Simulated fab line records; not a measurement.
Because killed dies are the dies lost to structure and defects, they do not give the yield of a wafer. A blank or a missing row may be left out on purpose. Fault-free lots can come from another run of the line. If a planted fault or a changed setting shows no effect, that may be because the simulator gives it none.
Struck lot and sound lot, side by side :: flow sfq-line :: 20 steps out of a route of 325
Sound: the wafers L453.1, L453.4, L453.6. Wafers L460.1, L460.2, L460.6 were the ones struck. At the end, the cause is stated.
For every step that has rows: the tool of each side, followed by ch and its chambers, followed by its first start. Under that, the readings that differ: sound wafers :: struck wafers :: difference of the means :: sigmas: that difference in standard deviations of wafers without a fault.
alike: readings with means less than 2 such deviations apart, plus words and numbers identical on both sides. not compared: withheld readings, readings lacking a value on some wafer, bounds such as >300 that could conceal the same value, and numbers that have no deviation in the record and whose values overlap.
A row with sigmas, a row that says differs or no value, or rows on one side alone: a step with any of these is where the two part. When numbers do not overlap yet have no deviation, they are printed without sigmas and do not part them. A reading missing from all wafers of one side parts the sides only when that side holds two or more wafers.

first, 3 steps without rows for these wafers: SFQ_TRILAYER_L0_VIA_LITHO_EXPOSE_014 (exposes mask L0V, target cd 700 nm); SFQ_TRILAYER_L0_VIA_LITHO_PEB_016 (peb time 60 s); SFQ_TRILAYER_L0_VIA_LITHO_DEVELOP_015 (time 60 s).
SFQ_L0V_OVL_MEAS_903:
  sound on overlay-02, day 8 00:08; struck on overlay-01, day 10 01:19
  alike: L0V_OVL
SFQ_TRILAYER_L0_VIA_BARC_OPEN_VIA_ETCH_021: etches BARC in O2, target depth 125 nm, time 41.7 s.
  sound on rie-diel-04 ch 1,2,3, day 8 00:10; struck on rie-diel-04 ch 1,2, day 10 01:21
  alike: drypump-motor-current-A, oes-product-au
  not compared: rf-hours-counter-h
SFQ_TRILAYER_L0_VIA_ETCH_VIA_ETCH_016: etches SiO2 in CHF3, stops on MoNx KI, target depth 80 nm.
  sound on rie-diel-04 ch 1,2,3, day 8 00:13; struck on rie-diel-04 ch 1,2, day 10 01:23
  alike: drypump-motor-current-A, oes-product-au
SFQ_TRILAYER_L0_VIA_STRIP_STRIP_017: strips in O2.
  sound on rie-metal-01 ch 0,1, day 8 00:16; struck on rie-metal-01 ch 0,1, day 10 01:26
  alike: drypump-motor-current-A, oes-product-au
  not compared: rf-hours-counter-h
then, 2 steps without rows for these wafers: SFQ_TRILAYER_L0_VIA_STRIP_SOLV_CLEAN_018 (cleans in NMP, time 600 s); SFQ_TRILAYER_M0_DEP_PRE_CLEAN_020 (time 15 s).
SFQ_TRILAYER_M0_DEP_SPUTTER_019: material Nb, target thk 200 nm, time 133.3 s.
  sound on pvd-sputter-05, day 8 01:04; struck on pvd-sputter-05, day 10 02:14
  alike: throttle-valve-pct
SFQ_M0_RS_MEAS_904: a four-point-probe measurement.
  sound on film-metro-01, day 8 01:09; struck on film-metro-02, day 10 02:19
  alike: M0_NB_RS
SFQ_TRILAYER_M0_LITHO_COAT_026: resist thk 62 nm.
  sound on litho-track-02 ch 0, day 8 01:20; struck on litho-track-02 ch 0, day 10 02:30
reading: spin-speed-rpm (rpm)
sound: 3002.1 3001.5 3003.0
struck: 3185.4 3182.3 3185.8
difference: +182.3
sigmas: +99 or more

reading: model.BARC_of_TRILAYER_M0_LITHO_COAT_026.thk-nm (nm)
sound: 61.73 61.92 61.66
struck: 59.91 59.97 59.8
difference: -1.88
sigmas: 
  alike: dispense-pressure-kPa, exhaust-pa
then, 5 steps without rows for these wafers: SFQ_TRILAYER_M0_LITHO_COAT_021 (resist thk 600 nm); SFQ_TRILAYER_M0_LITHO_SOFTBAKE_025; SFQ_TRILAYER_M0_LITHO_EXPOSE_022 (exposes mask M0, target cd 500 nm); SFQ_TRILAYER_M0_LITHO_PEB_024 (peb time 60 s); SFQ_TRILAYER_M0_LITHO_DEVELOP_023 (time 60 s).
-- the record jumps here: 5 days lie between the struck wafers' starts before and after --
SFQ_M0_OVL_MEAS_906:
  sound on overlay-01, day 11 19:25; struck on overlay-01, day 14 15:29
  alike: M0_OVL
SFQ_TRILAYER_M0_BARC_OPEN_METAL_ETCH_031: etches BARC in O2, target depth 125 nm, time 41.7 s.
  sound on rie-metal-03 ch 0,1, day 11 19:27; struck on rie-metal-02 ch 0,1, day 14 15:31
reading: oes-product-au (a.u.)
sound: 0.686 0.690 0.685
struck: 0.671 0.674 0.678
difference: -0.013
sigmas: -3

reading: model.etch.depth-nm (nm)
sound: 61.73 61.92 61.66
struck: 59.91 59.97 59.8
difference: -1.88
sigmas: 
  alike: drypump-motor-current-A
  not compared: rf-hours-counter-h
SFQ_TRILAYER_M0_ETCH_METAL_ETCH_024: etches Nb in Cl2/Ar, stops on SiO2, target depth 240 nm, time 120 s.
  sound on rie-metal-03 ch 0,1, day 11 19:31; struck on rie-metal-02 ch 0,1, day 14 15:35
  alike: drypump-motor-current-A, oes-product-au
  not compared: rf-hours-counter-h

WHERE THEY PART
Last at SFQ_TRILAYER_M0_BARC_OPEN_METAL_ETCH_031 as far as this record goes, first at SFQ_TRILAYER_M0_LITHO_COAT_026. Later steps at which nothing parts them and some readings are alike: SFQ_TRILAYER_M0_ETCH_METAL_ETCH_024.

WHY: whatever the simulator had introduced
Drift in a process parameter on litho-track-02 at SFQ_TRILAYER_M0_LITHO_COAT_026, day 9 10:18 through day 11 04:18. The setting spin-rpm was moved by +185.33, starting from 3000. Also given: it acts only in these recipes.
